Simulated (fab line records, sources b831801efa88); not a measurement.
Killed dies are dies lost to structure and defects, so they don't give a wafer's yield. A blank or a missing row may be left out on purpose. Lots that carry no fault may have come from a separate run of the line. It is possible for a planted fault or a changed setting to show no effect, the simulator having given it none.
Comparing a struck lot with a sound one | flow sky130 | 13 steps out of a route of 708
Sound: these wafers, L324.4, L324.5, L324.6. Struck: wafers L332.1, L332.2, L332.4. The cause is named last.
Order at every step that has rows: each side's tool, ch and its chambers, its first start. Under that, the readings that differ: sound wafers | struck wafers | difference of the means | sigmas: that difference in standard deviations of wafers without a fault.
alike: same words and numbers on both sides, and readings whose means sit less than 2 such deviations apart. not compared: any withheld reading, any reading some wafer has no value for, any bound like >300 that may hide the same value, and any number with overlapping values for which the record gives no deviation.
Wherever a step has rows on one side only, a row that says differs or no value, or a row with sigmas, the two part there. When numbers do not overlap yet have no deviation, they are printed without sigmas and do not part them. A reading missing from all wafers of one side parts the sides only when that side holds two or more wafers.

SKY_NWELL_STRIP_25: strips in O2/N2.
  sound on plasma-asher-03 ch 0,1, day 7 07:04; struck on plasma-asher-02 ch 0,1, day 9 16:28
  alike: drypump-motor-current-A, oes-product-au, strip-time-to-endpoint-s
  not compared: rf-hours-counter-h
SKY_NWELL_TW_MEAS_26:
  sound: film-metro-02 at day 7 07:10; struck: film-metro-04 at day 9 16:34
  reading    | sound       | struck      | difference | sigmas
  NWELL_2_TW | 506 509 506 | 495 494 494 | -13        | -3
then, 1 step without rows for these wafers: SKY_NWELL_CLEAN_27 (cleans in SC1/SC2, time 150 s).
SKY_NWELL_RTA_28: time 30 s.
  sound on rtp-anneal-01 ch 0, day 7 07:18; struck on rtp-anneal-01 ch 0, day 9 16:40
  alike: lamp-power-pct, ramp-up-c-per-s, wafer_temp_C_max
SKY_NWELL_RS_MEAS_29: a four-point-probe measurement.
  sound: film-metro-04 at day 7 07:25; struck: film-metro-02 at day 9 16:46
  alike: NWELL_RS
SKY_NWELL_RS_MEAS_31: a four-point-probe measurement.
  sound: film-metro-04 at day 7 07:39; struck: film-metro-02 at day 9 17:01
  reading          | sound          | struck         | difference | sigmas
  PWDE_RS (ohm/sq) | 5302 5281 5322 | 5236 5262 5263 | -48        | -3
then, 5 steps without rows for these wafers: SKY_VT_ADJUST_HVTP_DEHYDRATE_00 (time 60 s); SKY_VT_ADJUST_HVTP_HMDS_01 (prime time 60 s); SKY_VT_ADJUST_HVTP_COAT_02 (resist thk 1140 nm); SKY_VT_ADJUST_HVTP_SOFTBAKE_03 (time 60 s); SKY_VT_ADJUST_HVTP_EXPOSE_04 (exposes mask HVTPM, target cd 380 nm).
SKY_VT_ADJUST_HVTP_PEB_05:
  sound on litho-track-01 ch 0, day 8 02:33; struck on litho-track-04, day 10 14:35
  reading         | sound          | struck | difference                    | sigmas
  exhaust-pa (Pa) | 44.6 45.5 45.0 | - - -  | no value on the struck wafers |
  not compared: chill-plate-temp-C, time-s
then, 1 step without rows for these wafers: SKY_VT_ADJUST_HVTP_DEVELOP_06 (develop time 60 s).

== WHERE THEY PART ==
At SKY_NWELL_TW_MEAS_26 first; at SKY_VT_ADJUST_HVTP_PEB_05 last (within this record only).

WHY: what the simulator had put in
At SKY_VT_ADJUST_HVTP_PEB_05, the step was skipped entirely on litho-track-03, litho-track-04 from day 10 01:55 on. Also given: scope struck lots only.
